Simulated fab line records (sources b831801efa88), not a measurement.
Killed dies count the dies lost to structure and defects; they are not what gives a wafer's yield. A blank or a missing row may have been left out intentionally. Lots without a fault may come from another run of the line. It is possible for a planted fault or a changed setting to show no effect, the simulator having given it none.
fab line records    flow sky130    part 2 of 2: steps 26 to 37 of 37
record: lots: 5  wafers: 15  last-day: 49
route steps=708 shown LDD_LDN@296 SPACER@304 POLY_CUT@307 SD_P@320 RES_XHIGH@332
lots that met no fault: taken from a fault-free run of the same line
start-h: the number of hours between the record's first day and the start of the first shown wafer of the lot    wait-h: how many hours have passed since the lot's step before this one    " the same as in the row above    L1.1+2: a row that stands for several wafers    - value missing, or start not given    * or withheld: withheld    < > ~ a bound
route shown NAME@n: a module of which the file shows steps, and the number in the route of the first    usual: average and standard deviation across the fault-free wafers    same: alike in all rows    chamber/n: place in a boat    sites: readings site by site    _std_site: the standard deviation of these    _edge_site: mean of outer sites minus mean of inner sites    radius-mm: for every site, how far away it sits from the centre of the wafer    mask NAME#n: copy n    behind: the last tool/chamber to shape the wafer    hold: the reason the lot was held/the length of the hold in hours/how it ended    device: the n, p or np transistor that did not switch    end of line: the same wafers' tests at the end of the route    a step given without rows: its recipe and nothing more    killed: at the first sort, the dies lost to defects and structure; wafer yield is something else    map: dies across one wafer; x = killed, . = not, _ = none there
set.NAME: the setting the step ran with; set.NAME@STEP: the setting that earlier step ran with    model.NAME: the simulator's own value behind a step, which no gauge read
lots seen at some steps along the route; tables by step, rows by wafer
services: from which hour (start-h, from the record's first day; less than 0 if before it) a tool's chamber was out of use, for how many hours, and why
== steps ==
step: SKY_SD_P_HMDS_01
recipe: prime-time-s: 60  prime-temp-c: 120
lot.wafer   tool            chamber  start-h  wait-h
L078.2+3+5  litho-track-03  0        611.16   0.1
L080.1+4+5  litho-track-03  0        626.58   0.1
L085.1+2+5  litho-track-01  0        666.66   0.1
L088.2+3+4  litho-track-03  0        695.71   0.1
L093.1+2+5  litho-track-01  0        736.01   0.1
step: SKY_SD_P_COAT_02
recipe: resist: NOVOLAK  spin-rpm: 3000  resist-thk-nm: 1140
lot.wafer   tool            chamber  start-h  wait-h
L078.2+3+5  litho-track-03  0        611.31   0.1
L080.1+4+5  litho-track-03  0        626.73   0.1
L085.1+2+5  litho-track-01  0        666.81   0.1
L088.2+3+4  litho-track-03  0        695.86   0.1
L093.1+2+5  litho-track-01  0        736.16   0.1
step: SKY_SD_P_SOFTBAKE_03
recipe: temp-c: 90  time-s: 60  resist: NOVOLAK
usual: plate-temp-C: 90.02/0.14
lot.wafer  tool            chamber  start-h  wait-h  plate-temp-C
L078.2     litho-track-03  0        611.46   0.1     90.28
L078.3     "               0        "        "       90.27
L078.5     "               0        "        "       90.07
L080.1     litho-track-03  0        626.88   0.1     90.08
L080.4     "               0        "        "       90.06
L080.5     "               0        "        "       89.87
L085.1     litho-track-01  0        666.96   0.1     89.93
L085.2     "               0        "        "       90.29
L085.5     "               0        "        "       89.80
L088.2     litho-track-03  0        696.01   0.1     90.11
L088.3     "               0        "        "       90.27
L088.4     "               0        "        "       90.14
L093.1     litho-track-01  0        736.31   0.1     90.09
L093.2     "               0        "        "       90.28
L093.5     "               0        "        "       90.12
step: SKY_SD_P_EXPOSE_04
recipe: mask-id: PSDM  na: 0.6  source-shape: conventional  sigma-outer: 0.6  polarization: unpolarized  target-cd-nm: 380  dose-mj: 138
lot.wafer   tool              chamber  start-h  wait-h  mask
L078.2+3+5  iline-stepper-01  0        -        -       PSDM#0
L080.1+4+5  iline-stepper-02  0        -        -       PSDM#0
L085.1+2+5  iline-stepper-01  0        -        -       PSDM#0
L088.2+3+4  iline-stepper-02  0        -        -       PSDM#0
L093.1+2+5  iline-stepper-01  0        -        -       PSDM#0
step: SKY_SD_P_PEB_05
recipe: temp-c: withheld  time-s: *  resist: NOVOLAK
lot.wafer   tool            chamber  start-h  wait-h
L078.2+3+5  litho-track-01  0        -        -
L080.1+4+5  litho-track-03  0        -        -
L085.1+2+5  litho-track-02  0        -        -
L088.2+3+4  litho-track-02  0        -        -
L093.1+2+5  litho-track-01  0        -        -
step: SKY_SD_P_DEVELOP_06
recipe: resist: NOVOLAK  developer: TMAH  develop-time-s: 60  dev-temp-c: 23
lot.wafer   tool            chamber  start-h  wait-h
L078.2+3+5  litho-track-01  0        625.18   0.1
L080.1+4+5  litho-track-03  0        641.43   0.1
L085.1+2+5  litho-track-02  0        679.76   0.1
L088.2+3+4  litho-track-02  0        709.53   0.1
L093.1+2+5  litho-track-01  0        750.16   0.1
step: SKY_SD_P_CD_MEAS_07
recipe: target-cd-nm: 380
usual: cd-nm: 379.0/2.2
lot.wafer  tool       chamber  start-h  wait-h  cd-nm
L078.2     cd-sem-01  -        625.33   0.1     377.6
L078.3     "          -        "        "       379.0
L078.5     "          -        "        "       377.9
L080.1     cd-sem-01  -        641.58   0.1     380.1
L080.4     "          -        "        "       379.5
L080.5     "          -        "        "       378.2
L085.1     cd-sem-02  -        679.91   0.1     378.7
L085.2     "          -        "        "       377.5
L085.5     "          -        "        "       377.4
L088.2     cd-sem-01  -        709.68   0.1     379.7
L088.3     "          -        "        "       377.2
L088.4     "          -        "        "       376.4
L093.1     cd-sem-01  -        750.31   0.1     379.8
L093.2     "          -        "        "       380.0
L093.5     "          -        "        "       380.1
step: SKY_SD_P_OVL_MEAS_08
usual: SD_P_OVL: 1.0/1.2
lot.wafer  tool        chamber  start-h  wait-h  SD_P_OVL[nm]
L078.2     overlay-02  -        625.43   0.1     0.8
L078.3     "           -        "        "       0.0
L078.5     "           -        "        "       1.3
L080.1     overlay-02  -        641.70   0.1     1.5
L080.4     "           -        "        "       0.9
L080.5     "           -        "        "       1.1
L085.1     overlay-01  -        680.03   0.1     1.3
L085.2     "           -        "        "       2.4
L085.5     "           -        "        "       -0.6
L088.2     overlay-02  -        709.78   0.1     1.9
L088.3     "           -        "        "       1.6
L088.4     "           -        "        "       2.0
L093.1     overlay-01  -        750.43   0.1     -0.3
L093.2     "           -        "        "       1.4
L093.5     "           -        "        "       0.6
step: SKY_SD_P_IMPLANT_09
recipe: species: BF2  energy-kev: 20  dose-cm2: 3e+15  tilt-deg: 0
usual: beam-energy-keV: 19.999/0.0061
lot.wafer  tool          chamber  start-h  wait-h  beam-energy-keV
L078.2     implanter-02  0        625.49   0.0     19.993
L078.3     "             0        "        "       19.995
L078.5     "             0        "        "       19.999
L080.1     implanter-01  0        641.74   0.0     20.003
L080.4     "             0        "        "       20.002
L080.5     "             0        "        "       20.004
L085.1     implanter-01  0        680.06   0.0     19.994
L085.2     "             0        "        "       20.007
L085.5     "             0        "        "       20.003
L088.2     implanter-04  0        709.84   0.0     19.997
L088.3     "             0        "        "       19.991
L088.4     "             0        "        "       19.991
L093.1     implanter-01  0        750.46   0.0     20.019
L093.2     "             0        "        "       20.013
L093.5     "             0        "        "       20.011
step: SKY_SD_P_STRIP_10
recipe: chemistry: O2/N2  power-w: 1400  pressure-mtorr: 1500  platen-temp-c: withheld  o2-flow-sccm: 3000  n2-flow-sccm: 300  overash-fraction: 0.5
usual: drypump-motor-current-A: 5.6/0.53  o2-flow-sccm: 3001/9.9  oes-product-au: 0.618/0.0044  strip-time-to-endpoint-s: 17.48/0.039
lot.wafer  tool             chamber  start-h  wait-h  drypump-motor-current-A  o2-flow-sccm  oes-product-au  rf-hours-counter-h  strip-time-to-endpoint-s
L078.2     plasma-asher-02  1        625.61   0.1     5.1                      2988          0.612           82                  17.51
L078.3     "                1        "        "       5.1                      3002          0.619           -                   17.50
L078.5     "                1        "        "       5.1                      2996          0.622           -                   17.48
L080.1     plasma-asher-02  0        641.89   0.1     5.3                      2994          0.619           84                  17.40
L080.4     "                1        "        "       5.1                      3007          0.614           -                   17.44
L080.5     "                1        "        "       5.1                      2988          0.623           -                   17.44
L085.1     plasma-asher-02  1        680.21   0.1     5.0                      2989          0.620           88                  17.49
L085.2     "                0        "        "       5.3                      2992          0.617           88                  17.50
L085.5     "                1        "        "       5.1                      2995          0.618           -                   17.48
L088.2     plasma-asher-01  1        709.96   0.1     5.8                      2995          0.610           60                  17.47
L088.3     "                0        "        "       6.7                      3010          0.623           -                   17.42
L088.4     "                1        "        "       5.8                      3001          0.615           -                   17.50
L093.1     plasma-asher-02  1        750.61   0.1     5.1                      2993          0.616           94                  17.53
L093.2     "                0        "        "       5.3                      2997          0.617           94                  17.50
L093.5     "                0        "        "       5.3                      3000          0.619           -                   17.53
step: SKY_SD_P_TW_MEAS_11
usual: SD_P_TW: 2817/18
lot.wafer  tool           chamber  start-h  wait-h  SD_P_TW
L078.2     film-metro-02  -        625.72   0.1     2832
L078.3     "              -        "        "       2818
L078.5     "              -        "        "       2825
L080.1     film-metro-02  -        641.99   0.1     2817
L080.4     "              -        "        "       2825
L080.5     "              -        "        "       2825
L085.1     film-metro-02  -        680.31   0.1     2827
L085.2     "              -        "        "       2824
L085.5     "              -        "        "       2825
L088.2     film-metro-04  -        710.07   0.1     2808
L088.3     "              -        "        "       2802
L088.4     "              -        "        "       2797
L093.1     film-metro-03  -        750.71   0.1     2828
L093.2     "              -        "        "       2823
L093.5     "              -        "        "       2821
step: SKY_RES_XHIGH_DEHYDRATE_00
recipe: temp-c: 200  time-s: 60
usual: plate-temp-C: 200.02/0.16
lot.wafer  tool            chamber  start-h  wait-h  plate-temp-C
L078.2     litho-track-03  0        640.41   14.7    200.06
L078.3     "               0        "        "       200.19
L078.5     "               0        "        "       200.19
L080.1     litho-track-03  0        655.13   13.1    200.12
L080.4     "               0        "        "       200.33
L080.5     "               0        "        "       200.25
L085.1     litho-track-02  0        694.41   14.1    199.92
L085.2     "               0        "        "       199.84
L085.5     "               0        "        "       200.09
L088.2     litho-track-03  0        723.76   13.7    200.06
L088.3     "               0        "        "       199.82
L088.4     "               0        "        "       200.15
L093.1     litho-track-04  0        763.41   12.7    199.93
L093.2     "               0        "        "       199.96
L093.5     "               0        "        "       199.80
== services ==
tool             chamber  start-h  hours  kind
plasma-asher-02  -        546.82   2.8    pm
implanter-01     -        547.01   21.7   repair
krf-scanner-01   -        556.34   0.3    repair
plasma-asher-02  -        577.61   15.6   pm
implanter-01     -        582.34   4.0    pm
implanter-03     -        583.85   6.0    repair
implanter-03     -        590.25   5.2    pm
implanter-03     -        599.04   5.8    repair
rie-diel-04      1        614.53   16.7   repair
plasma-asher-01  -        615.14   4.3    pm
implanter-03     -        635.88   1.2    repair
rie-diel-04      1        647.30   4.7    repair
rie-diel-04      2        651.20   4.1    repair
implanter-02     -        663.37   5.9    pm
implanter-03     -        665.81   4.2    repair
implanter-02     -        672.44   4.9    pm
implanter-03     -        674.80   4.3    repair
rie-diel-04      2        678.13   5.8    repair
implanter-02     -        688.67   106.7  pm
implanter-03     -        707.61   3.3    pm
rie-diel-04      0        713.39   4.2    repair
implanter-03     -        729.66   1.8    repair
rie-diel-03      3        738.70   3.9    repair
plasma-asher-02  -        743.40   3.0    repair
